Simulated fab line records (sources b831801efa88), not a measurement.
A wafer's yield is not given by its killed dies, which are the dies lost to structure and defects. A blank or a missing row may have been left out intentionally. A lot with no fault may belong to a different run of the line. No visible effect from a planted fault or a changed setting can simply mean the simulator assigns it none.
The tool behind it: which one? / flow gf180mcu / 14 lots, 42 wafers sampled, at 4 steps of a route of 602

== WHAT THE GAUGES SHOWED, per wafer ==
GF_HV_LDD_CD_MEAS_31: target cd 400 nm. Usual: cd-nm 399.2 nm, standard deviation 2.1.
lot=L747; measured=day 11 10:44; on=cd-sem-02; cd-nm (nm)=402.6 401.4 403.0; flag=
lot=L748; measured=day 11 19:14; on=cd-sem-02; cd-nm (nm)=396.8 398.0 401.2; flag=
lot=L749; measured=day 11 23:43; on=cd-sem-02; cd-nm (nm)=402.0 402.5 401.2; flag=
lot=L750; measured=day 12 06:35; on=cd-sem-02; cd-nm (nm)=400.0 401.8 400.3; flag=
lot=L751; measured=day 12 20:50; on=cd-sem-02; cd-nm (nm)=398.4 399.7 398.0; flag=
lot=L752; measured=day 13 02:05; on=cd-sem-01; cd-nm (nm)=397.8 399.0 398.4; flag=
lot=L753; measured=day 13 10:47; on=cd-sem-01; cd-nm (nm)=398.4 395.8 395.4; flag=
lot=L754; measured=day 14 03:22; on=cd-sem-02; cd-nm (nm)=401.0 401.3 401.9; flag=
lot=L755; measured=day 14 04:55; on=cd-sem-01; cd-nm (nm)=396.1 399.3 396.9; flag=
lot=L761; measured=day 16 03:16; on=cd-sem-01; cd-nm (nm)=400.0 401.5 400.7; flag=
lot=L765; measured=day 17 06:35; on=cd-sem-01; cd-nm (nm)=399.1 400.2 400.0; flag=
lot=L766; measured=day 17 19:05; on=cd-sem-02; cd-nm (nm)=397.7 398.8 398.3; flag=
lot=L768; measured=day 18 08:43; on=cd-sem-02; cd-nm (nm)=395.0 396.9 395.8; flag=
lot=L770; measured=day 18 22:47; on=cd-sem-02; cd-nm (nm)=398.5 398.6 400.1; flag=

GF_HV_LDD_CD_MEAS_46: target cd 400 nm. Usual: cd-nm 399.6 nm, standard deviation 2.1.
lot=L747; measured=day 12 06:17; on=cd-sem-02; cd-nm (nm)=401.3 398.6 400.6; flag=
lot=L748; measured=day 12 15:23; on=cd-sem-02; cd-nm (nm)=400.1 398.9 399.1; flag=
lot=L749; measured=day 12 21:48; on=cd-sem-02; cd-nm (nm)=405.2 404.4 403.9; flag=
lot=L750; measured=day 13 03:00; on=cd-sem-01; cd-nm (nm)=399.3 396.9 396.8; flag=
lot=L751; measured=day 13 16:59; on=cd-sem-02; cd-nm (nm)=400.8 401.8 403.4; flag=
lot=L752; measured=day 13 22:53; on=cd-sem-02; cd-nm (nm)=400.4 399.4 401.4; flag=
lot=L753; measured=day 14 08:14; on=cd-sem-02; cd-nm (nm)=396.8 396.6 398.4; flag=
lot=L754; measured=day 15 00:55; on=cd-sem-01; cd-nm (nm)=398.2 397.9 398.3; flag=
lot=L755; measured=day 15 03:01; on=cd-sem-01; cd-nm (nm)=398.7 399.3 400.6; flag=
lot=L761; measured=day 17 01:55; on=cd-sem-02; cd-nm (nm)=401.1 400.7 401.6; flag=
lot=L765; measured=day 18 06:29; on=cd-sem-01; cd-nm (nm)=396.9 397.4 396.7; flag=
lot=L766; measured=day 18 19:29; on=cd-sem-02; cd-nm (nm)=400.0 401.8 404.2; flag=
lot=L768; measured=day 19 09:25; on=cd-sem-02; cd-nm (nm)=399.0 394.5 398.2; flag=
lot=L770; measured=day 19 23:17; on=cd-sem-01; cd-nm (nm)=398.7 399.7 398.6; flag=

== EACH LOT AND THE TOOL THAT RAN IT (in order: tool; ch and the chambers of the sampled wafers; start) ==
lot=L747; GF_DNWELL_IMPLANT_07=implanter-03 ch 0, day 2 19:50; GF_POLY_GATE_ETCH_12=rie-diel-02 ch 1,2,3, day 9 02:36
lot=L748; GF_DNWELL_IMPLANT_07=implanter-01 ch 0, day 3 00:08; GF_POLY_GATE_ETCH_12=rie-diel-02 ch 0,2, day 9 10:50
lot=L749; GF_DNWELL_IMPLANT_07=implanter-01 ch 0, day 3 04:58; GF_POLY_GATE_ETCH_12=rie-diel-02 ch 1,2,3, day 9 15:51
lot=L750; GF_DNWELL_IMPLANT_07=implanter-03 ch 0, day 3 09:56; GF_POLY_GATE_ETCH_12=rie-diel-01 ch 0,1,2, day 9 21:29
lot=L751; GF_DNWELL_IMPLANT_07=implanter-01 ch 0, day 3 16:59; GF_POLY_GATE_ETCH_12=rie-diel-01 ch 1,2,3, day 10 10:26
lot=L752; GF_DNWELL_IMPLANT_07=implanter-01 ch 0, day 3 20:30; GF_POLY_GATE_ETCH_12=rie-diel-04 ch 0,2, day 10 14:21
lot=L753; GF_DNWELL_IMPLANT_07=implanter-02 ch 0, day 4 02:17; GF_POLY_GATE_ETCH_12=rie-diel-02 ch 1,2,3, day 10 21:32
lot=L754; GF_DNWELL_IMPLANT_07=implanter-02 ch 0, day 4 12:01; GF_POLY_GATE_ETCH_12=rie-diel-04 ch 0,2, day 11 13:09
lot=L755; GF_DNWELL_IMPLANT_07=implanter-02 ch 0, day 4 16:21; GF_POLY_GATE_ETCH_12=rie-diel-01 ch 0,2, day 11 16:11
lot=L761; GF_DNWELL_IMPLANT_07=implanter-02 ch 0, day 5 19:49; GF_POLY_GATE_ETCH_12=rie-diel-04 ch 0,1,2, day 13 07:57
lot=L765; GF_DNWELL_IMPLANT_07=implanter-03 ch 0, day 6 17:18; GF_POLY_GATE_ETCH_12=rie-diel-02 ch 0,1,2, day 14 10:23
lot=L766; GF_DNWELL_IMPLANT_07=implanter-01 ch 0, day 6 23:44; GF_POLY_GATE_ETCH_12=rie-diel-01 ch 0,3, day 14 21:26
lot=L768; GF_DNWELL_IMPLANT_07=implanter-03 ch 0, day 7 11:00; GF_POLY_GATE_ETCH_12=rie-diel-04 ch 1,3, day 15 11:38
lot=L770; GF_DNWELL_IMPLANT_07=implanter-03 ch 0, day 7 20:08; GF_POLY_GATE_ETCH_12=rie-diel-04 ch 1,2, day 15 23:44
- GF_DNWELL_IMPLANT_07
- GF_POLY_GATE_ETCH_12: etches BARC in N2/H2.

== WHAT THE TOOLS THEMSELVES READ (means of the sampled wafers that have a number; where no wafer has one, the mark that the record gives instead) ==
GF_DNWELL_IMPLANT_07. Usual: beam-energy-keV 1500.1, standard deviation 0.43; tilt-deg -0.001 degrees, standard deviation 0.017.
lot=L747; tool=implanter-03; beam-energy-keV=1499.9; tilt-deg (degrees)=-0.010; flag=
lot=L748; tool=implanter-01; beam-energy-keV=1500.0; tilt-deg (degrees)=0.008; flag=
lot=L749; tool=implanter-01; beam-energy-keV=1500.6; tilt-deg (degrees)=-0.014; flag=
lot=L750; tool=implanter-03; beam-energy-keV=1500.0; tilt-deg (degrees)=0.005; flag=
lot=L751; tool=implanter-01; beam-energy-keV=1500.3; tilt-deg (degrees)=-0.025; flag=
lot=L752; tool=implanter-01; beam-energy-keV=1500.4; tilt-deg (degrees)=-0.011; flag=
lot=L753; tool=implanter-02; beam-energy-keV=1500.4; tilt-deg (degrees)=-0.007; flag=
lot=L754; tool=implanter-02; beam-energy-keV=1498.9; tilt-deg (degrees)=0.011; flag=
lot=L755; tool=implanter-02; beam-energy-keV=1447.5; tilt-deg (degrees)=-0.024; flag=OFF
lot=L761; tool=implanter-02; beam-energy-keV=1448.1; tilt-deg (degrees)=0.016; flag=OFF
lot=L765; tool=implanter-03; beam-energy-keV=1500.2; tilt-deg (degrees)=0.006; flag=
lot=L766; tool=implanter-01; beam-energy-keV=1499.8; tilt-deg (degrees)=-0.009; flag=
lot=L768; tool=implanter-03; beam-energy-keV=1500.0; tilt-deg (degrees)=-0.022; flag=
lot=L770; tool=implanter-03; beam-energy-keV=1500.2; tilt-deg (degrees)=-0.006; flag=

GF_POLY_GATE_ETCH_12. Usual: bias-w 100.0 W, standard deviation 0.32; drypump-motor-current-A 6.0 A, standard deviation 0.36; oes-product-au 0.735 a.u., standard deviation 0.0043; throttle-valve-pct 13.213 %, standard deviation 0.01.
lot=L747; tool=rie-diel-02; bias-w (W)=100.2; drypump-motor-current-A (A)=6.2; oes-product-au (a.u.)=0.739; throttle-valve-pct (%)=13.212; flag=
lot=L748; tool=rie-diel-02; bias-w (W)=100.0; drypump-motor-current-A (A)=6.1; oes-product-au (a.u.)=0.733; throttle-valve-pct (%)=13.215; flag=
lot=L749; tool=rie-diel-02; bias-w (W)=99.8; drypump-motor-current-A (A)=6.2; oes-product-au (a.u.)=0.738; throttle-valve-pct (%)=13.215; flag=
lot=L750; tool=rie-diel-01; bias-w (W)=99.8; drypump-motor-current-A (A)=5.8; oes-product-au (a.u.)=0.736; throttle-valve-pct (%)=13.227; flag=
lot=L751; tool=rie-diel-01; bias-w (W)=99.9; drypump-motor-current-A (A)=5.9; oes-product-au (a.u.)=0.739; throttle-valve-pct (%)=13.217; flag=
lot=L752; tool=rie-diel-04; bias-w (W)=100.4; drypump-motor-current-A (A)=6.1; oes-product-au (a.u.)=0.738; throttle-valve-pct (%)=13.218; flag=
lot=L753; tool=rie-diel-02; bias-w (W)=99.7; drypump-motor-current-A (A)=6.2; oes-product-au (a.u.)=0.735; throttle-valve-pct (%)=13.205; flag=
lot=L754; tool=rie-diel-04; bias-w (W)=99.9; drypump-motor-current-A (A)=5.8; oes-product-au (a.u.)=0.735; throttle-valve-pct (%)=13.206; flag=
lot=L755; tool=rie-diel-01; bias-w (W)=99.9; drypump-motor-current-A (A)=5.9; oes-product-au (a.u.)=0.735; throttle-valve-pct (%)=13.208; flag=
lot=L761; tool=rie-diel-04; bias-w (W)=99.9; drypump-motor-current-A (A)=5.9; oes-product-au (a.u.)=0.734; throttle-valve-pct (%)=13.216; flag=
lot=L765; tool=rie-diel-02; bias-w (W)=100.1; drypump-motor-current-A (A)=5.9; oes-product-au (a.u.)=0.733; throttle-valve-pct (%)=13.197; flag=
lot=L766; tool=rie-diel-01; bias-w (W)=99.9; drypump-motor-current-A (A)=6.1; oes-product-au (a.u.)=0.737; throttle-valve-pct (%)=13.215; flag=
lot=L768; tool=rie-diel-04; bias-w (W)=100.2; drypump-motor-current-A (A)=6.0; oes-product-au (a.u.)=0.732; throttle-valve-pct (%)=13.213; flag=
lot=L770; tool=rie-diel-04; bias-w (W)=100.1; drypump-motor-current-A (A)=5.6; oes-product-au (a.u.)=0.733; throttle-valve-pct (%)=13.214; flag=

== THE ANSWER, worked out from the rows above alone ==
Rule: a lot is off if the mean of its wafers that have a number lies more than 3 standard deviations from the usual mean. Also off: a lot with no number at a reading for which 4 or more lots have one. Any other lot the step has rows for is counted as sound. The gauges are gone through in route order, then the tools' own readings, and for those a lot's mean is taken as printed above. At the first step where some lot is off, the reading lying furthest off is the one used; lots without a number count as furthest.
Off at GF_DNWELL_IMPLANT_07 (beam-energy-keV): L755, L761.
If a tool, at that step or one of the process steps before it, ran each lot that is off and ran no sound lot following the first of them, it fits. One fits: implanter-02 at GF_DNWELL_IMPLANT_07. A fault onset in the window from L754 (day 4 12:01, its last sound lot) to L755 (day 4 16:21, its first lot off) fits.
The tool's own readings at GF_DNWELL_IMPLANT_07 bear it out: on the lots that are off they differ by more than 5 times the standard deviation of the sound lots' means. beam-energy-keV reads 1447.8 there against 1500.1 on the sound lots.

== WHAT THE SIMULATOR HAD PUT IN ==
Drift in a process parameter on implanter-02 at GF_DNWELL_IMPLANT_07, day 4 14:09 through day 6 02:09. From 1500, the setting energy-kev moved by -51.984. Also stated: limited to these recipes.
Lots struck among those shown: L755, L761. The rule above found the same.
